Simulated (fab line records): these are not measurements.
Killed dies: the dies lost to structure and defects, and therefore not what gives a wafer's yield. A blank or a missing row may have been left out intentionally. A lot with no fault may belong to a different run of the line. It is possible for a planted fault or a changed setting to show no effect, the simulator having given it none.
The tool behind it: which one? :: flow sfq_line :: 14 lots with 42 wafers sampled at 2 steps, on a route of 325 steps

== WHAT THE GAUGES READ, wafer by wafer ==
SFQ_M1_RS_MEAS_909: measures by four-point-probe. Usual: M1_NB_RS gives 0.889 ohm/sq (standard deviation 0.0093).
lot: L574
measured: day 17 05:16
on: film_metro-03
M1_NB_RS (ohm/sq): 0.897 0.890 0.895
flag: 

lot: L580
measured: day 20 05:50
on: film_metro-01
M1_NB_RS (ohm/sq): 0.897 0.890 0.536
flag: OFF

lot: L581
measured: day 20 16:38
on: film_metro-01
M1_NB_RS (ohm/sq): 0.886 0.891 0.905
flag: 

lot: L582
measured: day 21 02:22
on: film_metro-04
M1_NB_RS (ohm/sq): 0.529 0.877 0.890
flag: OFF

lot: L583
measured: day 21 13:16
on: film_metro-04
M1_NB_RS (ohm/sq): 0.902 0.896 0.911
flag: 

lot: L588
measured: day 24 00:12
on: film_metro-03
M1_NB_RS (ohm/sq): 0.874 0.873 0.884
flag: 

lot: L589
measured: day 24 13:22
on: film_metro-04
M1_NB_RS (ohm/sq): 0.880 0.880 0.877
flag: 

lot: L590
measured: day 25 05:13
on: film_metro-04
M1_NB_RS (ohm/sq): 0.890 0.892 0.889
flag: 

lot: L591
measured: day 25 13:35
on: film_metro-01
M1_NB_RS (ohm/sq): 0.897 0.895 0.888
flag: 

lot: L592
measured: day 25 18:23
on: film_metro-03
M1_NB_RS (ohm/sq): 0.898 0.899 0.899
flag: 

lot: L593
measured: day 25 23:14
on: film_metro-01
M1_NB_RS (ohm/sq): 0.873 0.899 0.879
flag: 

lot: L594
measured: day 26 07:35
on: film_metro-04
M1_NB_RS (ohm/sq): 0.901 0.900 0.874
flag: 

lot: L595
measured: day 26 16:01
on: film_metro-03
M1_NB_RS (ohm/sq): 0.883 0.872 0.883
flag: 

lot: L597
measured: day 27 10:13
on: film_metro-03
M1_NB_RS (ohm/sq): 0.867 0.890 0.906
flag: 

== WHICH TOOL RAN EACH LOT (tool, then ch and the chambers of the sampled wafers, then the start) ==
lot: L574
SFQ_TRILAYER_M1_DEP_SPUTTER_037: pvd_sputter-03, day 17 05:07

lot: L580
SFQ_TRILAYER_M1_DEP_SPUTTER_037: pvd_sputter-03, day 20 05:44

lot: L581
SFQ_TRILAYER_M1_DEP_SPUTTER_037: pvd_sputter-04, day 20 16:32

lot: L582
SFQ_TRILAYER_M1_DEP_SPUTTER_037: pvd_sputter-03, day 21 02:16

lot: L583
SFQ_TRILAYER_M1_DEP_SPUTTER_037: pvd_sputter-04, day 21 13:11

lot: L588
SFQ_TRILAYER_M1_DEP_SPUTTER_037: pvd_sputter-04, day 24 00:04

lot: L589
SFQ_TRILAYER_M1_DEP_SPUTTER_037: pvd_sputter-03, day 24 13:16

lot: L590
SFQ_TRILAYER_M1_DEP_SPUTTER_037: pvd_sputter-03, day 25 05:06

lot: L591
SFQ_TRILAYER_M1_DEP_SPUTTER_037: pvd_sputter-05, day 25 13:30

lot: L592
SFQ_TRILAYER_M1_DEP_SPUTTER_037: pvd_sputter-05, day 25 18:18

lot: L593
SFQ_TRILAYER_M1_DEP_SPUTTER_037: pvd_sputter-04, day 25 23:06

lot: L594
SFQ_TRILAYER_M1_DEP_SPUTTER_037: pvd_sputter-04, day 26 07:30

lot: L595
SFQ_TRILAYER_M1_DEP_SPUTTER_037: pvd_sputter-05, day 26 15:54

lot: L597
SFQ_TRILAYER_M1_DEP_SPUTTER_037: pvd_sputter-04, day 27 10:07
- SFQ_TRILAYER_M1_DEP_SPUTTER_037: material Nb, target thk 200 nm, time 133.3 s.

== WHAT THE TOOLS THEMSELVES READ (means of the sampled wafers that have a number; where no wafer has one, the mark that the record gives instead) ==
SFQ_TRILAYER_M1_DEP_SPUTTER_037. Usual: cathode_dc_power_W 2000.0 W, standard deviation 0.36; throttle_valve_pct 30.1 %, standard deviation 0.67.
lot: L574
tool: pvd_sputter-03
cathode_dc_power_W (W): 1999.7
throttle_valve_pct (%): 30.5
flag: 

lot: L580
tool: pvd_sputter-03
cathode_dc_power_W (W): 2000.4
throttle_valve_pct (%): 30.3
flag: 

lot: L581
tool: pvd_sputter-04
cathode_dc_power_W (W): 1999.6
throttle_valve_pct (%): 29.5
flag: 

lot: L582
tool: pvd_sputter-03
cathode_dc_power_W (W): 2000.1
throttle_valve_pct (%): 30.5
flag: 

lot: L583
tool: pvd_sputter-04
cathode_dc_power_W (W): 1999.8
throttle_valve_pct (%): 30.2
flag: 

lot: L588
tool: pvd_sputter-04
cathode_dc_power_W (W): 1999.9
throttle_valve_pct (%): 30.2
flag: 

lot: L589
tool: pvd_sputter-03
cathode_dc_power_W (W): 2000.1
throttle_valve_pct (%): 30.8
flag: 

lot: L590
tool: pvd_sputter-03
cathode_dc_power_W (W): 2000.0
throttle_valve_pct (%): 30.3
flag: 

lot: L591
tool: pvd_sputter-05
cathode_dc_power_W (W): 2000.0
throttle_valve_pct (%): 30.1
flag: 

lot: L592
tool: pvd_sputter-05
cathode_dc_power_W (W): 2000.0
throttle_valve_pct (%): 30.1
flag: 

lot: L593
tool: pvd_sputter-04
cathode_dc_power_W (W): 1999.8
throttle_valve_pct (%): 29.1
flag: 

lot: L594
tool: pvd_sputter-04
cathode_dc_power_W (W): 2000.1
throttle_valve_pct (%): 29.2
flag: 

lot: L595
tool: pvd_sputter-05
cathode_dc_power_W (W): 1999.9
throttle_valve_pct (%): 29.6
flag: 

lot: L597
tool: pvd_sputter-04
cathode_dc_power_W (W): 1999.7
throttle_valve_pct (%): 29.8
flag: 

== THE ANSWER, worked out from the rows above alone ==
Rule: a lot is off if the mean of its wafers that have a number lies more than 3 standard deviations from the usual mean. A lot without any number at a reading at which 4 lots or more have one is off too. Any other lot the step has rows for is counted as sound. After the gauges, taken in route order, come the tools' own readings; for these a lot's mean is taken, as printed above. The first step at which some lot is off is used, and at that step the reading that is off furthest; a lot without a number counts as furthest.
Off: at SFQ_M1_RS_MEAS_909 (M1_NB_RS), L580, L582.
A tool fits if, at a process step before that reading, it ran every lot that is off, and no sound lot after the first of them. The gauges at SFQ_M1_RS_MEAS_909 are tried like those tools. None of those tried fits.

== WHAT THE SIMULATOR HAD INSERTED ==
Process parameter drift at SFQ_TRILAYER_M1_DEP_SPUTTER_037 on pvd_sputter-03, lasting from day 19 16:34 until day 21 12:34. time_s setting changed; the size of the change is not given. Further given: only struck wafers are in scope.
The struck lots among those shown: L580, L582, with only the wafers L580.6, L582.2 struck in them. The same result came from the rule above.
